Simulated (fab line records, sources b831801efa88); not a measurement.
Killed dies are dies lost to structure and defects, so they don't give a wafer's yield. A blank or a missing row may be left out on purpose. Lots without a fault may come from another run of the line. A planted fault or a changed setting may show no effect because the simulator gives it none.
fab line records | flow sky130
record lots=24 wafers=72 last_day=50
route steps=708 shown FIELD_ISO@15 POLY_GATE@205 CONTACT@423 METAL1@438 METAL2@486
lots that met no fault: from a run of the same line without faults
start_h: hours from the record's first day to the start of the lot's first wafer shown | wait_h: hours since the lot's step before | " the same as in the row above | L1.1+2: a row that stands for several wafers | - no value, or no start given | * or withheld: withheld | < > ~ a bound
route shown NAME@n: a module of which the file shows steps, and the number in the route of the first | usual: mean/standard deviation of fault-free wafers | same: alike in all rows | chamber/n: place in a boat | sites: the reading at each site | _std_site: their standard deviation | _edge_site: outer sites' mean less inner sites' | radius_mm: how far each site lies from the wafer's centre | mask NAME#n: copy n | behind: the tool/chamber that last shaped the wafer | hold: why the lot was held/for how many hours/how that ended | device: the transistor (n, p or np) that didn't switch | end of line: the same wafers' tests at the end of the route | a step without rows: its recipe alone | killed: dies lost to structure and defects at the first sort, not the wafer's yield | map: a wafer's dies, x killed, . not, _ none there
set.NAME: the setting as run; set.NAME@STEP: as run at that earlier step | model.NAME: the simulator's own value behind a step, which no gauge read
steps of the route over a sample of lots; a table a step, a row a wafer
services: from which hour (start_h, from the record's first day; less than 0 if before it) a tool's chamber was out of use, for how many hours, and why
## steps
# step SKY_FIELD_ISO_ETCH_14
# recipe chemistry=N2/H2 target=BARC ion_energy_ev=200 source_w=500 bias_w=100 pressure_mtorr=30 n2_flow_sccm=100 h2_flow_sccm=200 stop_on=SiO2 time_s=45.9 target_depth_a=600
# usual bias_w=99.93/0.29 drypump_motor_current_A=5.8/0.44 oes_product_au=0.854/0.0048 throttle_valve_pct=13.224/0.0088
# columns lot.wafer tool chamber start_h wait_h bias_w drypump_motor_current_A oes_product_au rf_hours_counter_h throttle_valve_pct
L074.4 rie_diel-04 2 30.75 0.1 99.82 5.7 0.860 - 13.223
L074.5 " 1 " " 99.91 6.0 0.853 - 13.232
L074.6 " 3 " " 100.54 6.1 0.853 - 13.221
L075.1 rie_diel-02 0 34.70 0.1 99.88 5.4 0.852 89 13.209
L075.2 " 2 " " 100.07 5.8 0.860 99 13.204
L075.6 " 1 " " 100.09 5.7 0.849 - 13.211
L076.1 rie_diel-02 0 40.68 0.1 99.91 5.3 0.854 89 13.225
L076.4 " 3 " " 99.66 6.6 0.858 10 13.237
L076.6 " 1 " " 99.76 5.8 0.859 - 13.220
L077.4 rie_diel-04 2 45.95 0.1 99.79 5.7 0.851 - 13.233
L077.5 " 3 " " 99.99 6.1 0.849 - 13.229
L077.6 " 1 " " 100.08 6.0 0.861 - 13.222
L078.2 rie_diel-01 3 48.83 0.1 99.75 5.6 0.858 2 13.221
L078.5 " 3 " " 100.05 5.6 0.848 - 13.216
L078.6 " 1 " " 100.26 6.4 0.851 - 13.220
L079.2 rie_diel-01 2 55.25 0.1 99.79 5.3 0.855 132 13.221
L079.4 " 1 " " 99.69 6.4 0.848 - 13.213
L079.6 " 3 " " 99.48 5.6 0.855 - 13.238
L081.3 rie_diel-01 1 65.83 0.1 99.60 6.4 0.856 29 13.219
L081.5 " 1 " " 100.17 6.4 0.855 - 13.221
L081.6 " 3 " " 100.12 5.6 0.856 - 13.235
L080.2 rie_diel-04 3 66.53 0.1 99.84 6.1 0.852 102 13.241
L080.4 " 0 " " 99.83 6.3 0.859 0 13.214
L080.5 " 2 " " 100.00 5.7 0.851 - 13.225
L082.1 rie_diel-01 3 74.28 0.1 100.19 5.6 0.858 3 13.195
L082.5 " 2 " " 100.16 5.2 0.858 - 13.220
L082.6 " 3 " " 100.55 5.6 0.857 - 13.217
L083.2 rie_diel-04 3 74.63 0.1 100.13 6.1 0.861 102 13.235
L083.3 " 1 " " 99.71 6.0 0.850 62 13.217
L083.4 " 0 " " 99.67 6.3 0.853 0 13.233
L084.2 rie_diel-02 1 82.53 0.1 99.71 5.7 0.855 118 13.238
L084.3 " 3 " " 99.72 6.6 0.847 11 13.216
L084.5 " 3 " " 99.99 6.6 0.868 - 13.223
L086.2 rie_diel-01 0 90.58 0.1 99.79 5.4 0.850 77 13.234
L086.4 " 3 " " 99.75 5.6 0.845 3 13.227
L086.5 " 1 " " 100.27 6.4 0.860 - 13.227
L085.2 rie_diel-02 3 91.03 0.1 99.76 6.6 0.859 11 13.229
L085.3 " 0 " " 99.62 5.3 0.855 90 13.205
L085.4 " 1 " " 99.65 5.7 0.856 119 13.231
L087.1 rie_diel-01 0 99.05 0.1 100.24 5.4 0.853 77 13.231
L087.4 " 2 " " 99.52 5.2 0.860 133 13.218
L087.6 " 0 " " 99.99 5.4 0.863 - 13.219
L088.1 rie_diel-01 1 109.10 0.1 99.89 6.4 0.856 30 13.232
L088.4 " 3 " " 99.74 5.5 0.856 3 13.221
L088.5 " 2 " " 100.36 5.2 0.855 - 13.227
L089.3 rie_diel-04 2 109.43 0.1 99.86 5.6 0.855 6 13.223
L089.4 " 0 " " 100.45 6.3 0.853 1 13.226
L089.6 " 0 " " 100.21 6.3 0.852 - 13.208
L090.3 rie_diel-01 1 116.05 0.1 100.18 6.4 0.853 30 13.226
L090.4 " 2 " " 100.02 5.2 0.853 133 13.228
L090.5 " 2 " " 100.25 5.2 0.849 - 13.231
L091.2 rie_diel-01 3 119.20 0.1 99.69 5.6 0.853 4 13.226
L091.3 " 0 " " 99.76 5.4 0.854 78 13.221
L091.6 " 1 " " 99.41 6.4 0.852 - 13.218
L092.3 rie_diel-04 2 123.55 0.1 99.88 5.7 0.850 6 13.222
L092.5 " 2 " " 100.39 5.6 0.853 - 13.218
L092.6 " 1 " " 99.85 6.0 0.852 - 13.234
L093.1 rie_diel-01 3 128.25 0.1 100.26 5.5 0.853 4 13.220
L093.2 " 1 " " 99.97 6.4 0.859 31 13.215
L093.4 " 0 " " 99.85 5.4 0.848 78 13.216
L094.1 rie_diel-02 1 132.75 0.1 99.91 5.7 0.853 120 13.222
L094.3 " 3 " " 99.91 6.6 0.851 12 13.210
L094.5 " 2 " " 100.03 5.8 0.855 - 13.232
L095.2 rie_diel-01 0 137.50 0.1 99.96 5.4 0.859 78 13.221
L095.3 " 2 " " 99.71 5.3 0.852 134 13.224
L095.5 " 2 " " 99.82 5.2 0.850 - 13.215
L096.1 rie_diel-02 2 141.98 0.1 99.52 5.8 0.851 101 13.213
L096.2 " 1 " " 99.63 5.7 0.856 120 13.216
L096.4 " 0 " " 99.84 5.3 0.858 91 13.225
L097.1 rie_diel-01 3 153.00 0.1 100.43 5.6 0.842 4 13.234
L097.4 " 1 " " 99.57 6.4 0.854 31 13.220
L097.5 " 0 " " 99.44 5.4 0.850 - 13.221
# step SKY_POLY_GATE_THK_MEAS_01
# recipe reads=poly-Si_of_POLY_GATE_CVD_00
# usual POLY_GATE_CVD_00_THK=180.8/2.3
# columns lot.wafer tool chamber start_h wait_h POLY_GATE_CVD_00_THK[nm]
L074.4 film_metro-01 - 319.76 0.0 180.5
L074.5 " - " " 182.0
L074.6 " - " " 181.1
L075.1 film_metro-03 - 334.23 0.0 180.6
L075.2 " - " " 182.6
L075.6 " - " " 180.3
L076.1 film_metro-04 - 349.04 0.0 184.1
L076.4 " - " " 183.4
L076.6 " - " " 184.4
L078.2 film_metro-01 - 356.24 0.0 181.6
L078.5 " - " " 182.1
L078.6 " - " " 181.4
L077.4 film_metro-04 - 356.26 0.0 186.6
L077.5 " - " " 184.8
L077.6 " - " " 184.5
L079.2 film_metro-03 - 372.50 0.0 179.0
L079.4 " - " " 178.4
L079.6 " - " " 177.7
L080.2 film_metro-04 - 389.44 0.0 182.6
L080.4 " - " " 182.0
L080.5 " - " " 181.8
L082.1 film_metro-04 - 394.83 0.0 183.2
L082.5 " - " " 182.0
L082.6 " - " " 184.0
L081.3 film_metro-04 - 396.05 0.0 185.2
L081.5 " - " " 183.8
L081.6 " - " " 185.9
L083.2 film_metro-01 - 397.24 0.0 182.3
L083.3 " - " " 182.4
L083.4 " - " " 183.1
L084.2 film_metro-03 - 410.87 0.0 181.9
L084.3 " - " " 180.4
L084.5 " - " " 181.3
L086.2 film_metro-04 - 415.52 0.0 181.8
L086.4 " - " " 179.8
L086.5 " - " " 179.2
L087.1 film_metro-03 - 420.96 0.0 178.6
L087.4 " - " " 177.9
L087.6 " - " " 179.5
L085.2 film_metro-04 - 420.97 0.0 182.6
L085.3 " - " " 182.7
L085.4 " - " " 180.9
L088.1 film_metro-03 - 435.47 0.0 177.3
L088.4 " - " " 179.2
L088.5 " - " " 176.9
L089.3 film_metro-04 - 442.07 0.0 180.9
L089.4 " - " " 180.0
L089.6 " - " " 180.9
L090.3 film_metro-03 - 447.07 0.0 180.0
L090.4 " - " " 180.8
L090.5 " - " " 179.0
L091.2 film_metro-03 - 465.01 0.0 180.5
L091.3 " - " " 179.7
L091.6 " - " " 180.0
L092.3 film_metro-01 - 474.28 0.0 182.1
L092.5 " - " " 181.0
L092.6 " - " " 180.9
L094.1 film_metro-03 - 479.49 0.0 180.2
L094.3 " - " " 179.1
L094.5 " - " " 180.1
L093.1 film_metro-01 - 481.29 0.0 175.2
L093.2 " - " " 175.7
L093.4 " - " " 177.2
L095.2 film_metro-04 - 495.45 0.0 179.4
L095.3 " - " " 180.8
L095.5 " - " " 179.9
L096.1 film_metro-04 - 497.24 0.0 179.0
L096.2 " - " " 179.0
L096.4 " - " " 179.0
L097.1 film_metro-01 - 506.95 0.0 177.9
L097.4 " - " " 179.5
L097.5 " - " " 179.2
# step SKY_CONTACT_ETCH_17
# recipe target=SiO2 chemistry=C4F8/O2/Ar stop_on=Si3N4 mask_material=KrF-thick source_w=1500 bias_w=1200 pressure_mtorr=40 c4f8_flow_sccm=withheld O2_flow_sccm=6 Ar_flow_sccm=300 time_s=withheld target_depth_a=3400
# usual bias_w=1200/3.4 oes_product_au=0.899/0.005
# columns lot.wafer tool chamber start_h wait_h bias_w oes_product_au
L074.4 rie_diel-02 0 740.55 0.0 1198 0.902
L074.5 " 1 " " 1203 0.893
L074.6 " 2 " " 1201 0.895
L075.1 rie_diel-02 3 754.67 0.0 1193 0.894
L075.2 " 0 " " 1203 0.901
L075.6 " 0 " " 1194 0.902
L076.1 rie_diel-01 0 768.62 0.0 1205 0.896
L076.4 " 3 " " 1201 0.906
L076.6 " 1 " " 1205 0.897
L077.4 rie_diel-03 2 772.68 0.0 1196 0.904
L077.5 " 1 " " 1197 0.905
L077.6 " 2 " " 1197 0.903
L078.2 rie_diel-02 2 776.31 0.0 1208 0.893
L078.5 " 1 " " 1193 0.911
L078.6 " 0 " " 1196 0.902
L079.2 rie_diel-02 2 791.67 0.0 1202 0.902
L079.4 " 1 " " 1201 0.901
L079.6 " 2 " " 1204 0.905
L080.2 rie_diel-02 3 810.37 0.0 1200 0.899
L080.4 " 0 " " 1202 0.900
L080.5 " 0 " " 1200 0.906
L082.1 rie_diel-03 0 810.72 0.0 1195 0.894
L082.5 " 0 " " 1193 0.904
L082.6 " 3 " " 1198 0.902
L081.3 rie_diel-02 3 815.51 0.0 1201 0.894
L081.5 " 2 " " 1200 0.900
L081.6 " 1 " " 1200 0.891
L083.2 rie_diel-01 2 820.68 0.0 1200 0.892
L083.3 " 0 " " 1199 0.900
L083.4 " 1 " " 1197 0.903
L084.2 rie_diel-03 1 831.82 0.0 1196 0.905
L084.3 " 2 " " 1199 0.906
L084.5 " 2 " " 1198 0.897
L086.2 rie_diel-03 0 834.02 0.0 1196 0.893
L086.4 " 1 " " 1192 0.901
L086.5 " 3 " " 1201 0.912
L087.1 rie_diel-02 2 836.27 0.0 1205 0.895
L087.4 " 3 " " 1202 0.898
L087.6 " 0 " " 1206 0.903
L085.2 rie_diel-01 3 836.62 0.0 1202 0.898
L085.3 " 1 " " 1195 0.899
L085.4 " 0 " " 1201 0.894
L088.1 rie_diel-01 3 846.93 0.0 1203 0.904
L088.4 " 2 " " 1200 0.899
L088.5 " 3 " " 1199 0.893
L089.3 rie_diel-01 3 855.57 0.0 1199 0.901
L089.4 " 1 " " 1198 0.891
L089.6 " 1 " " 1197 0.898
L090.3 rie_diel-02 0 856.53 0.0 1202 0.900
L090.4 " 1 " " 1200 0.900
L090.5 " 1 " " 1198 0.908
L091.2 rie_diel-03 3 872.91 0.0 1199 0.906
L091.3 " 0 " " 1202 0.901
L091.6 " 1 " " 1200 0.893
L092.3 rie_diel-02 2 881.01 0.0 1201 0.897
L092.5 " 0 " " 1200 0.893
L092.6 " 1 " " 1198 0.891
L094.1 rie_diel-03 3 883.71 0.0 1201 0.896
L094.3 " 0 " " 1200 0.909
L094.5 " 2 " " 1204 0.895
L093.1 rie_diel-03 1 885.72 0.0 1200 0.899
L093.2 " 0 " " 1196 0.892
L093.4 " 2 " " 1201 0.895
L095.2 rie_diel-03 2 896.93 0.0 1195 0.896
L095.3 " 0 " " 1202 0.901
L095.5 " 3 " " 1197 0.894
L096.1 rie_diel-03 3 898.58 0.0 1199 0.904
L096.2 " 0 " " 1199 0.896
L096.4 " 3 " " 1200 0.887
L097.1 rie_diel-02 1 906.82 0.0 1198 0.901
L097.4 " 0 " " 1194 0.895
L097.5 " 0 " " 1194 0.907
# step SKY_CONTACT_CMP_27
# recipe stop_on=SiO2 t_overpolish_s=15 down_force_psi=3.5 platen_rpm=60 target_thk_nm=0 pad_velocity_m_s=0.94248
# usual motor_current_A=11.0/0.94 overpolish_run_s=15.000/0.0094 time_to_endpoint_s=80/4.9
# columns lot.wafer tool chamber start_h wait_h motor_current_A overpolish_run_s time_to_endpoint_s
L074.4 cmp-01 2 742.09 0.1 10.1 14.992 86
L074.5 " 0 " " 10.2 15.006 84
L074.6 " 1 " " 12.2 15.030 79
L075.2 cmp-01 0 755.87 0.0 10.3 14.983 86
L075.1 " 3 " " 12.3 15.006 84
L075.6 " 1 " " 12.8 14.992 77
L076.4 cmp-02 1 769.79 0.1 11.2 15.020 83
L076.1 " 2 " " 11.3 14.995 72
L076.6 " 0 " " 9.4 15.005 78
L077.4 cmp-02 0 773.86 0.2 9.8 15.003 80
L077.6 " 1 " " 10.7 14.998 83
L077.5 " 2 " " 11.1 14.981 78
L078.2 cmp-01 3 777.49 0.2 12.9 14.999 89
L078.6 " 0 " " 10.5 15.010 85
L078.5 " 1 " " 12.0 14.993 78
L079.2 cmp-01 2 792.74 0.0 9.9 14.975 86
L079.4 " 0 " " 10.5 15.019 80
L079.6 " 2 " " 9.9 14.989 84
L080.4 cmp-02 3 811.57 0.1 12.0 14.994 74
L080.2 " 0 " " 9.8 14.993 76
L080.5 " 1 " " 10.9 15.006 88
L082.1 cmp-01 3 811.89 0.1 12.0 15.006 88
L082.6 " 1 " " 12.0 14.985 82
L082.5 " 2 " " 10.0 15.002 85
L081.3 cmp-02 0 816.73 0.2 9.7 15.013 76
L081.5 " 1 " " 10.5 15.003 88
L081.6 " 2 " " 11.6 14.999 78
L083.2 cmp-02 0 821.76 0.0 10.0 14.997 78
L083.3 " 2 " " 11.7 15.001 73
L083.4 " 3 " " 11.1 15.001 73
L084.2 cmp-02 1 833.01 0.2 10.6 14.996 85
L084.3 " 2 " " 11.6 15.005 73
L084.5 " 0 " " 9.8 15.006 75
L086.4 cmp-01 1 835.05 0.0 12.8 15.000 77
L086.2 " 2 " " 9.8 14.986 87
L086.5 " 1 " " 12.5 15.010 78
L087.4 cmp-02 2 837.41 0.1 11.1 14.994 73
L087.1 " 3 " " 11.8 14.984 76
L087.6 " 0 " " 9.8 15.001 75
L085.3 cmp-01 1 837.77 0.0 12.0 15.001 76
L085.2 " 3 " " 12.6 14.997 82
L085.4 " 0 " " 10.1 15.004 83
L088.4 cmp-01 3 848.02 0.0 11.9 15.006 80
L088.1 " 0 " " 10.6 15.009 86
L088.5 " 0 " " 10.6 15.003 79
L089.3 cmp-02 2 856.65 0.0 11.9 14.998 76
L089.4 " 3 " " 11.8 15.018 72
L089.6 " 3 " " 12.0 15.001 72
L090.4 cmp-02 1 857.62 0.1 10.7 15.009 85
L090.3 " 3 " " 11.2 15.022 77
L090.5 " 0 " " 9.6 14.983 77
L091.3 cmp-01 2 874.00 0.1 10.1 15.003 82
L091.2 " 0 " " 10.7 14.999 84
L091.6 " 1 " " 11.7 15.009 70
L092.3 cmp-02 3 882.14 0.1 11.1 15.006 73
L092.5 " 1 " " 11.3 14.993 83
L092.6 " 2 " " 11.0 14.998 83
L094.3 cmp-01 3 884.74 0.0 12.2 14.985 83
L094.1 " 2 " " 9.3 15.004 84
L094.5 " 0 " " 10.4 15.007 85
L093.1 cmp-02 2 886.76 0.1 10.9 15.005 73
L093.2 " 0 " " 9.9 14.998 73
L093.4 " 1 " " 11.0 14.997 83
L095.2 cmp-01 0 897.96 0.0 10.3 14.983 82
L095.3 " 1 " " 11.7 15.002 79
L095.5 " 0 " " 10.1 14.992 86
L096.4 cmp-01 2 899.61 0.0 9.9 15.007 84
L096.2 " 3 " " 12.5 14.995 83
L096.1 " 1 " " 12.3 14.996 80
L097.1 cmp-01 2 907.89 0.1 9.7 15.011 87
L097.4 " 0 " " 10.2 14.987 83
L097.5 " 2 " " 10.2 15.013 87
# step SKY_METAL1_SPUTTER_04
# recipe material=TiN target_thk_nm=70 power_w=6500 time_s=58.3 chamber_pressure_pa=0.4
# usual cathode_dc_power_W=6499.9/1.2 throttle_valve_pct=29.9/0.87
# columns lot.wafer tool chamber start_h wait_h cathode_dc_power_W throttle_valve_pct
L074.4 pvd_sputter-02 - 742.38 0.0 6499.7 30.5
L074.5 " - " " 6498.3 30.0
L074.6 " - " " 6498.1 30.6
L075.1 pvd_sputter-01 - 756.26 0.0 6499.6 30.8
L075.2 " - " " 6497.1 30.5
L075.6 " - " " 6498.9 29.8
L076.1 pvd_sputter-01 - 770.08 0.0 6499.0 30.0
L076.4 " - " " 6499.6 30.2
L076.6 " - " " 6499.6 30.3
L077.4 pvd_sputter-02 - 774.10 0.0 6499.8 28.3
L077.5 " - " " 6501.0 28.2
L077.6 " - " " 6500.6 29.6
L078.2 pvd_sputter-03 - 777.73 0.0 6497.6 28.4
L078.5 " - " " 6499.3 30.8
L078.6 " - " " 6500.9 30.0
L079.2 pvd_sputter-02 - 793.13 0.0 6499.5 27.9
L079.4 " - " " 6497.8 30.2
L079.6 " - " " 6501.1 29.8
L080.2 pvd_sputter-03 - 811.86 0.0 6501.0 30.4
L080.4 " - " " 6499.9 28.5
L080.5 " - " " 6499.0 30.6
L082.1 pvd_sputter-02 - 812.18 0.0 6499.6 29.8
L082.5 " - " " 6499.5 30.1
L082.6 " - " " 6500.5 28.0
L081.3 pvd_sputter-02 - 816.97 0.0 6500.9 30.0
L081.5 " - " " 6500.0 30.1
L081.6 " - " " 6499.4 30.5
L083.2 pvd_sputter-01 - 822.15 0.0 6499.9 30.1
L083.3 " - " " 6500.4 30.7
L083.4 " - " " 6499.5 30.5
L084.2 pvd_sputter-01 - 833.30 0.0 6498.2 29.9
L084.3 " - " " 6500.6 31.0
L084.5 " - " " 6501.1 30.1
L086.2 pvd_sputter-02 - 835.45 0.0 6501.6 30.1
L086.4 " - " " 6500.2 30.5
L086.5 " - " " 6500.2 30.6
L087.1 pvd_sputter-02 - 837.70 0.0 6501.7 30.7
L087.4 " - " " 6501.7 29.7
L087.6 " - " " 6497.4 29.7
L085.2 pvd_sputter-01 - 838.16 0.0 6500.7 30.6
L085.3 " - " " 6500.9 30.9
L085.4 " - " " 6500.3 30.0
L088.1 pvd_sputter-02 - 848.41 0.0 6495.9 29.7
L088.4 " - " " 6500.0 30.6
L088.5 " - " " 6497.9 30.8
L089.3 pvd_sputter-02 - 857.04 0.0 6501.2 27.9
L089.4 " - " " 6498.7 29.9
L089.6 " - " " 6499.1 30.1
L090.3 pvd_sputter-01 - 857.96 0.0 6500.3 30.1
L090.4 " - " " 6501.3 30.4
L090.5 " - " " 6500.0 30.8
L091.2 pvd_sputter-01 - 874.34 0.0 6501.0 30.0
L091.3 " - " " 6500.0 30.3
L091.6 " - " " 6498.6 30.8
L092.3 pvd_sputter-01 - 882.44 0.0 6499.7 30.7
L092.5 " - " " 6500.9 30.0
L092.6 " - " " 6500.6 29.9
L094.1 pvd_sputter-02 - 885.14 0.0 6499.1 29.8
L094.3 " - " " 6500.4 29.9
L094.5 " - " " 6498.9 28.0
L093.1 pvd_sputter-03 - 887.15 0.0 6499.4 30.4
L093.2 " - " " 6502.2 30.7
L093.4 " - " " 6499.1 28.8
L095.2 pvd_sputter-02 - 898.35 0.0 6499.7 29.6
L095.3 " - " " 6499.6 28.2
L095.5 " - " " 6499.6 28.2
L097.1 pvd_sputter-01 - 908.28 0.0 6500.2 30.1
L097.4 " - " " 6497.5 30.8
L097.5 " - " " 6502.3 31.1
L096.1 pvd_sputter-03 - 909.58 0.0 6498.4 30.9
L096.2 " - " " 6499.4 30.1
L096.4 " - " " 6500.2 28.7
# step SKY_METAL2_SPUTTER_03
# recipe material=Ti target_thk_nm=5 power_w=3000 time_s=3.3 chamber_pressure_pa=0.4
# usual cathode_dc_power_W=3000.1/0.5 throttle_valve_pct=29.7/1
# columns lot.wafer tool chamber start_h wait_h cathode_dc_power_W throttle_valve_pct
L074.4 pvd_sputter-03 - 799.89 0.0 3000.4 28.7
L074.5 " - " " 3000.5 30.2
L074.6 " - " " 2999.8 28.7
L075.1 pvd_sputter-03 - 813.45 0.0 3000.5 29.9
L075.2 " - " " 3000.6 28.4
L075.6 " - " " 2999.5 28.6
L076.1 pvd_sputter-03 - 827.21 0.0 2998.9 30.6
L076.4 " - " " 3000.7 30.4
L076.6 " - " " 3000.4 30.5
L077.4 pvd_sputter-04 - 830.58 0.0 2998.9 29.7
L077.5 " - " " 3000.4 31.0
L077.6 " - " " 3000.2 31.2
L078.2 pvd_sputter-03 - 833.16 0.0 2999.8 28.5
L078.5 " - " " 2999.6 30.4
L078.6 " - " " 3000.6 28.5
L079.2 pvd_sputter-03 - 848.90 0.0 2999.8 30.3
L079.4 " - " " 3000.4 28.8
L079.6 " - " " 3000.6 30.2
L080.2 pvd_sputter-04 - 866.90 0.0 3000.3 31.5
L080.4 " - " " 2999.8 31.0
L080.5 " - " " 2999.5 29.9
L082.1 pvd_sputter-03 - 867.82 0.0 2999.2 30.6
L082.5 " - " " 3000.2 30.8
L082.6 " - " " 3000.5 28.7
L081.3 pvd_sputter-02 - 872.40 0.0 2999.2 30.0
L081.5 " - " " 3000.9 29.9
L081.6 " - " " 3000.0 30.4
L083.2 pvd_sputter-02 - 878.02 0.0 2998.9 30.5
L083.3 " - " " 3000.7 30.0
L083.4 " - " " 3000.3 28.2
L084.2 pvd_sputter-02 - 888.12 0.0 3000.0 27.9
L084.3 " - " " 3000.2 30.0
L084.5 " - " " 3000.2 30.4
L086.2 pvd_sputter-04 - 890.26 0.0 3000.0 31.4
L086.4 " - " " 2999.7 30.9
L086.5 " - " " 2999.9 29.8
L087.1 pvd_sputter-03 - 892.05 0.0 3000.3 28.3
L087.4 " - " " 2999.8 28.3
L087.6 " - " " 3000.1 28.7
L085.2 pvd_sputter-03 - 893.03 0.0 2999.8 30.3
L085.3 " - " " 3000.1 28.7
L085.4 " - " " 2999.3 30.8
L088.1 pvd_sputter-02 - 902.30 0.0 3000.1 29.7
L088.4 " - " " 3000.4 27.8
L088.5 " - " " 2999.8 29.9
L089.3 pvd_sputter-03 - 911.55 0.0 2999.8 28.7
L089.4 " - " " 2999.8 28.5
L089.6 " - " " 2999.8 30.0
L090.3 pvd_sputter-02 - 912.20 0.0 3000.2 29.9
L090.4 " - " " 3000.5 30.1
L090.5 " - " " 2999.3 29.5
L091.2 pvd_sputter-03 - 927.62 0.0 3000.0 30.1
L091.3 " - " " 3000.2 28.2
L091.6 " - " " 2999.9 31.0
L092.3 pvd_sputter-03 - 935.45 0.0 2999.4 28.5
L092.5 " - " " 2999.9 28.6
L092.6 " - " " 3000.4 30.2
L094.1 pvd_sputter-03 - 938.25 0.0 2999.7 28.3
L094.3 " - " " 2999.7 30.3
L094.5 " - " " 3000.4 30.3
L093.1 pvd_sputter-02 - 939.90 0.0 2999.8 28.1
L093.2 " - " " 3000.2 29.8
L093.4 " - " " 3000.7 28.1
L095.2 pvd_sputter-03 - 950.61 0.0 2999.7 28.7
L095.3 " - " " 2999.9 30.7
L095.5 " - " " 2999.5 30.3
L097.1 pvd_sputter-03 - 960.07 0.0 3000.6 28.5
L097.4 " - " " 3000.8 30.1
L097.5 " - " " 2999.4 28.4
L096.1 pvd_sputter-04 - 962.30 0.0 2999.9 31.1
L096.2 " - " " 3001.2 31.2
L096.4 " - " " 3000.6 31.2
## services
# columns tool chamber start_h hours kind
rie_diel-01 0 27.60 44.5 repair
pvd_sputter-02 - 93.45 6.7 repair
pvd_sputter-02 - 94.34 1.3 repair
pvd_sputter-02 - 106.13 1.9 repair
pvd_sputter-03 - 184.26 1.4 repair
pvd_sputter-03 - 189.37 0.5 repair
pvd_sputter-03 - 192.41 0.9 repair
rie_diel-01 2 249.76 10.0 repair
pvd_sputter-03 - 270.78 1.8 repair
pvd_sputter-02 - 365.09 2.7 repair
pvd_sputter-03 - 367.04 5.9 repair
pvd_sputter-03 - 395.20 2.7 repair
pvd_sputter-02 - 501.45 5.4 repair
rie_diel-01 - 502.01 2.8 pm
pvd_sputter-02 - 542.03 4.0 repair
pvd_sputter-02 - 578.12 3.3 repair
rie_diel-01 - 579.63 1.1 repair
pvd_sputter-02 - 605.41 5.5 repair
rie_diel-01 3 648.29 13.9 repair
pvd_sputter-02 - 664.40 5.1 repair
pvd_sputter-02 - 706.57 4.5 repair
rie_diel-01 1 797.46 1.7 repair
rie_diel-01 3 808.18 6.1 repair
rie_diel-01 1 843.35 7.5 repair
## key
fault none
